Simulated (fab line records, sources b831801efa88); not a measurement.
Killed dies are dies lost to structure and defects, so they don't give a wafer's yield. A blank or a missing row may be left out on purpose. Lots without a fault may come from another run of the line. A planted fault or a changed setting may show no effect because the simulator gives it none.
fab line records | flow gf180mcu
record lots=14 wafers=42 last_day=33
route steps=602 shown DNWELL@39 M3@424 M4@457
lots that met no fault: from a run of the same line without faults
start_h: hours from the record's first day to the start of the lot's first wafer shown | wait_h: hours since the lot's step before | " the same as in the row above | L1.1+2: a row that stands for several wafers | - no value, or no start given | * or withheld: withheld | < > ~ a bound
route shown NAME@n: a module of which the file shows steps, and the number in the route of the first | usual: mean/standard deviation of fault-free wafers | same: alike in all rows | chamber/n: place in a boat | sites: the reading at each site | _std_site: their standard deviation | _edge_site: outer sites' mean less inner sites' | radius_mm: how far each site lies from the wafer's centre | mask NAME#n: copy n | behind: the tool/chamber that last shaped the wafer | hold: why the lot was held/for how many hours/how that ended | device: the transistor (n, p or np) that didn't switch | end of line: the same wafers' tests at the end of the route | a step without rows: its recipe alone | killed: dies lost to structure and defects at the first sort, not the wafer's yield | map: a wafer's dies, x killed, . not, _ none there
set.NAME: the setting as run; set.NAME@STEP: as run at that earlier step | model.NAME: the simulator's own value behind a step, which no gauge read
steps of the route over a sample of lots; a table a step, a row a wafer
services: from which hour (start_h, from the record's first day; less than 0 if before it) a tool's chamber was out of use, for how many hours, and why
## steps
# step GF_DNWELL_IMPLANT_07
# recipe species=P energy_kev=1500 dose_cm2=1e+13 tilt_deg=0
# usual beam_on_s=10.03/0.21 end_station_pressure_torr=5.07e-06/2.7e-07 faraday_current_uA=56.2/1.2 tilt_deg=-0.002/0.019
# columns lot.wafer tool chamber start_h wait_h beam_on_s end_station_pressure_torr faraday_current_uA tilt_deg
L538.3 implanter-03 0 50.78 - 10.16 5.22e-06 55.5 0.029
L538.4 " 0 " " 10.23 5.42e-06 54.9 -0.033
L538.6 " 0 " " 9.99 4.86e-06 56.7 -0.014
L539.1 implanter-04 0 50.95 - 9.72 5.34e-06 58.0 -0.021
L539.2 " 0 " " 9.72 5.72e-06 58.0 0.025
L539.5 " 0 " " 10.16 5.17e-06 55.4 0.007
L540.2 implanter-03 0 57.82 - 10.10 5.29e-06 55.7 -0.008
L540.5 " 0 " " 9.84 4.88e-06 57.1 0.000
L540.6 " 0 " " 9.85 4.54e-06 56.9 0.017
L541.2 implanter-04 0 63.92 - 10.11 4.86e-06 55.7 0.004
L541.3 " 0 " " 10.13 5.3e-06 55.5 0.001
L541.5 " 0 " " 10.05 5.24e-06 56.0 0.015
L545.2 implanter-03 0 79.65 - 10.22 5.12e-06 55.4 0.019
L545.3 " 0 " " 10.01 5.22e-06 56.2 0.012
L545.4 " 0 " " 10.06 4.74e-06 56.0 0.014
L546.3 implanter-02 0 87.60 - 9.96 5.28e-06 56.4 -0.013
L546.4 " 0 " " 9.85 4.53e-06 57.0 0.007
L546.5 " 0 " " 10.04 5.05e-06 56.2 -0.031
L547.1 implanter-04 0 98.05 - 10.32 5.12e-06 54.7 -0.013
L547.2 " 0 " " 9.93 5.2e-06 56.9 -0.020
L547.3 " 0 " " 9.90 5.19e-06 57.1 -0.010
L548.2 implanter-02 0 98.42 - 9.99 4.92e-06 56.8 0.013
L548.3 " 0 " " 9.98 5.81e-06 56.6 -0.002
L548.4 " 0 " " 10.35 5.09e-06 54.8 0.004
L549.1 implanter-04 0 102.90 - 10.28 5.16e-06 54.8 0.007
L549.4 " 0 " " 9.76 5.32e-06 57.8 0.001
L549.6 " 0 " " 9.81 4.85e-06 57.4 -0.010
L550.1 implanter-04 0 109.40 - 10.26 4.97e-06 54.8 0.010
L550.3 " 0 " " 10.31 5.19e-06 54.8 -0.020
L550.6 " 0 " " 9.97 5.12e-06 56.6 0.005
L551.1 implanter-04 0 115.83 - 12.15 0.00010051 47.0 -0.034
L551.5 " 0 " " 12.15 9.382e-05 46.9 -0.004
L551.6 " 0 " " 12.04 0.00010586 47.2 -0.003
L552.3 implanter-04 0 121.10 - 12.01 9.83e-05 47.4 0.008
L552.4 " 0 " " 12.17 0.00010205 46.7 -0.016
L552.5 " 0 " " 11.93 0.00010464 47.8 -0.005
L553.2 implanter-03 0 121.95 - 10.13 5.07e-06 55.8 -0.031
L553.4 " 0 " " 10.12 4.44e-06 56.1 -0.010
L553.5 " 0 " " 10.16 4.66e-06 55.5 -0.023
L555.1 implanter-02 0 132.43 - 10.07 5.29e-06 56.2 -0.021
L555.2 " 0 " " 10.61 5.03e-06 53.0 0.003
L555.3 " 0 " " 9.96 4.96e-06 56.6 0.000
# step GF_M3_OVL_MEAS_15
# usual M3_OVL=-2/6
# columns lot.wafer tool chamber start_h wait_h M3_OVL[nm]
L538.3 overlay-01 - 505.44 0.1 -1
L538.4 " - " " -2
L538.6 " - " " -6
L539.1 overlay-02 - 505.78 0.1 -9
L539.2 " - " " -9
L539.5 " - " " -14
L540.2 overlay-02 - 517.54 0.1 3
L540.5 " - " " 3
L540.6 " - " " 1
L541.2 overlay-01 - 523.93 0.1 3
L541.3 " - " " 3
L541.5 " - " " 6
L545.2 overlay-01 - 551.33 0.1 2
L545.3 " - " " -1
L545.4 " - " " 3
L546.3 overlay-02 - 563.65 0.1 -5
L546.4 " - " " -9
L546.5 " - " " -4
L547.1 overlay-01 - 581.94 0.1 -8
L547.2 " - " " 6
L547.3 " - " " -3
L548.2 overlay-02 - 583.40 0.1 -8
L548.3 " - " " -9
L548.4 " - " " 0
L549.1 overlay-01 - 587.68 0.1 -14
L549.4 " - " " -6
L549.6 " - " " -8
L550.1 overlay-02 - 596.39 0.1 -4
L550.3 " - " " 0
L550.6 " - " " -7
L551.1 overlay-01 - 605.39 0.1 -3
L551.5 " - " " -4
L551.6 " - " " -5
L552.3 overlay-02 - 611.19 0.1 -7
L552.4 " - " " 5
L552.5 " - " " -1
L553.2 overlay-01 - 613.43 0.1 5
L553.4 " - " " 2
L553.5 " - " " 1
L555.1 overlay-01 - 629.38 0.1 4
L555.2 " - " " 4
L555.3 " - " " 5
# step GF_M4_SPUTTER_01
# recipe material=TiN target_thk_nm=30 power_w=6500 time_s=25 chamber_pressure_pa=0.4
# usual throttle_valve_pct=30.3/0.79
# columns lot.wafer tool chamber start_h wait_h throttle_valve_pct
L538.3 pvd_sputter-01 - 531.15 0.1 29.5
L538.4 " - " " 30.1
L538.6 " - " " 30.1
L539.1 pvd_sputter-03 - 531.43 0.1 32.0
L539.2 " - " " 30.3
L539.5 " - " " 30.3
L540.2 pvd_sputter-01 - 543.62 0.1 29.6
L540.5 " - " " 30.2
L540.6 " - " " 29.6
L541.2 pvd_sputter-03 - 549.39 0.1 30.5
L541.3 " - " " 30.2
L541.5 " - " " 30.3
L545.2 pvd_sputter-04 - 576.00 0.1 30.7
L545.3 " - " " 31.3
L545.4 " - " " 30.7
L546.3 pvd_sputter-01 - 587.87 0.1 29.5
L546.4 " - " " 29.5
L546.5 " - " " 29.4
L547.1 pvd_sputter-01 - 605.67 0.1 29.6
L547.2 " - " " 29.4
L547.3 " - " " 29.9
L548.2 pvd_sputter-01 - 607.21 0.1 29.5
L548.3 " - " " 29.6
L548.4 " - " " 29.3
L549.1 pvd_sputter-01 - 611.29 0.1 29.3
L549.4 " - " " 29.5
L549.6 " - " " 29.5
L550.1 pvd_sputter-01 - 619.63 0.1 29.5
L550.3 " - " " 30.3
L550.6 " - " " 30.0
L551.1 pvd_sputter-04 - 628.68 0.1 31.0
L551.5 " - " " 30.6
L551.6 " - " " 31.4
L552.3 pvd_sputter-03 - 635.09 0.1 32.0
L552.4 " - " " 30.1
L552.5 " - " " 30.6
L553.2 pvd_sputter-04 - 636.77 0.1 31.2
L553.4 " - " " 30.9
L553.5 " - " " 31.1
L555.1 pvd_sputter-03 - 652.62 0.1 30.2
L555.2 " - " " 30.2
L555.3 " - " " 30.7
# step GF_M4_SPUTTER_04
# recipe material=TiN target_thk_nm=50 power_w=6500 time_s=41.7 chamber_pressure_pa=0.4
# usual throttle_valve_pct=30.3/0.78
# columns lot.wafer tool chamber start_h wait_h throttle_valve_pct
L538.3 pvd_sputter-01 - 531.23 0.0 29.4
L538.4 " - " " 29.9
L538.6 " - " " 29.8
L539.1 pvd_sputter-03 - 531.51 0.0 31.9
L539.2 " - " " 30.4
L539.5 " - " " 30.4
L540.2 pvd_sputter-01 - 543.70 0.0 29.7
L540.5 " - " " 30.2
L540.6 " - " " 29.1
L541.2 pvd_sputter-03 - 549.47 0.0 30.8
L541.3 " - " " 30.3
L541.5 " - " " 30.4
L545.2 pvd_sputter-04 - 576.08 0.0 30.9
L545.3 " - " " 31.3
L545.4 " - " " 30.9
L546.3 pvd_sputter-01 - 587.95 0.0 29.6
L546.4 " - " " 29.4
L546.5 " - " " 29.4
L547.1 pvd_sputter-01 - 605.75 0.0 29.5
L547.2 " - " " 29.5
L547.3 " - " " 29.6
L548.2 pvd_sputter-01 - 607.29 0.0 29.8
L548.3 " - " " 29.3
L548.4 " - " " 29.2
L549.1 pvd_sputter-01 - 611.37 0.0 29.3
L549.4 " - " " 29.5
L549.6 " - " " 29.5
L550.1 pvd_sputter-01 - 619.71 0.0 29.4
L550.3 " - " " 30.3
L550.6 " - " " 29.9
L551.1 pvd_sputter-04 - 628.76 0.0 30.9
L551.5 " - " " 30.6
L551.6 " - " " 31.1
L552.3 pvd_sputter-03 - 635.17 0.0 31.8
L552.4 " - " " 30.7
L552.5 " - " " 30.8
L553.2 pvd_sputter-04 - 636.85 0.0 31.2
L553.4 " - " " 30.6
L553.5 " - " " 30.7
L555.1 pvd_sputter-03 - 652.70 0.0 30.2
L555.2 " - " " 30.2
L555.3 " - " " 30.5
## services
# columns tool chamber start_h hours kind
pvd_sputter-01 - 73.83 6.3 repair
pvd_sputter-01 - 73.97 1.3 repair
pvd_sputter-01 - 81.23 3.2 repair
pvd_sputter-01 - 87.35 1.3 repair
implanter-03 - 115.35 1.7 repair
pvd_sputter-03 - 152.11 3.2 repair
pvd_sputter-04 - 172.33 10.4 repair
pvd_sputter-01 - 175.27 9.5 repair
implanter-03 - 191.61 3.4 repair
implanter-04 - 201.52 1.8 repair
implanter-04 - 236.02 1.6 repair
pvd_sputter-03 - 245.79 5.3 repair
pvd_sputter-04 - 247.28 46.3 repair
pvd_sputter-04 - 260.81 5.1 repair
pvd_sputter-04 - 317.86 5.9 repair
pvd_sputter-01 - 378.25 1.2 repair
implanter-04 - 391.62 2.0 repair
pvd_sputter-03 - 443.05 3.8 repair
pvd_sputter-03 - 479.00 2.3 repair
pvd_sputter-01 - 490.14 5.4 repair
implanter-04 - 513.65 3.1 pm
pvd_sputter-03 - 524.22 0.6 repair
implanter-04 - 530.98 5.0 repair
pvd_sputter-03 - 647.45 1.2 repair
## key
first_sign step=GF_DNWELL_IMPLANT_07 reading=end_station_pressure_torr direction=up sigmas=99+ usual=5.07e-06 struck=0.00010086
effect step=GF_DNWELL_IMPLANT_07 reading=beam_on_s direction=up sigmas=9.7 usual=10.03 struck=12.08
met_at GF_DNWELL_IMPLANT_07
struck_lots L551,L552
tester_left_out L551,L552
not_acting_at GF_M3_OVL_MEAS_15,GF_M4_SPUTTER_01,GF_M4_SPUTTER_04
onset_between 109.40 115.83
fault kind=process_parameter_drift tool=implanter-04 chamber=- onset_h=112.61 steps=GF_DNWELL_IMPLANT_07 channel=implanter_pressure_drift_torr offset=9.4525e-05 shape=step end_h=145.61
fault kind=process_parameter_drift tool=implanter-04 chamber=- onset_h=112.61 steps=GF_DNWELL_IMPLANT_07 channel=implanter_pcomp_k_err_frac offset=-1 shape=step end_h=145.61
# tester_left_out: of these lots the tester's yield and bins aren't shown, on N5 and GAA mostly nor the transistor test; their killed dies are dies lost to structure and defects alone, not to doping, threshold or leakage, so they don't give the yield
